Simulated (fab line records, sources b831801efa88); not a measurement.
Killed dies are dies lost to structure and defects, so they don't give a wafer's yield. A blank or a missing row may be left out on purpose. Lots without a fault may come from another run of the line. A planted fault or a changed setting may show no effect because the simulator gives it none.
Chamber matching | flow sky130 | SKY_CONTACT_CMP_04 on cmp-02: 4 sister chambers
The step polishes SiO2. 8 wafers are shown with their chamber, then 7 later ones without.

WAFERS WITH THEIR CHAMBER
wafer  | chamber | motor_current_A (A)
L350.1 | 3       | 12.9
L357.1 | 0       | 11.9
L357.5 | 2       | 14.1
L361.1 | 0       | 11.6
L361.3 | 2       | 13.1
L361.6 | 1       | 11.7
L363.1 | 1       | 12.1
L363.4 | 3       | 11.6

WAFERS WITHOUT THEIR CHAMBER
wafer  | motor_current_A (A)
L363.5 | 11.6
L368.3 | 12.5
L368.5 | 11.7
L368.6 | 13.6
L367.2 | 12.1
L367.5 | 12.1
L367.6 | 13.0

WHICH CHAMBER EACH WENT THROUGH
wafer  | from the rows above               | in truth
L363.5 | can't be placed: 0 or 1 or 3      | 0
L368.3 | can't be placed: 3 or 1 or 0 or 2 | 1
L368.5 | can't be placed: 0 or 1 or 3      | 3
L368.6 | 2                                 | 2
L367.2 | can't be placed: 3 or 1 or 0      | 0
L367.5 | can't be placed: 3 or 1 or 0      | 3
L367.6 | can't be placed: 2 or 3 or 1 or 0 | 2
Placed correctly: 1 of 7. Can't be placed from these rows: 6 (the true chamber is among the candidates in 6). Placed wrongly: 0.
How it was worked out, from the rows above alone: a wafer's distance from a chamber is the root of the sum, over the readings, of the square of ((its reading less the chamber's mean) divided by the reading's scatter). The wafer belongs to the nearest chamber; if the next one is less than 2 further off, it can't be placed. A chamber's mean is the mean of its shown wafers. The scatter: the root of (the sum of the squares of (reading less its chamber's mean) over the shown wafers, divided by (wafers less chambers)).
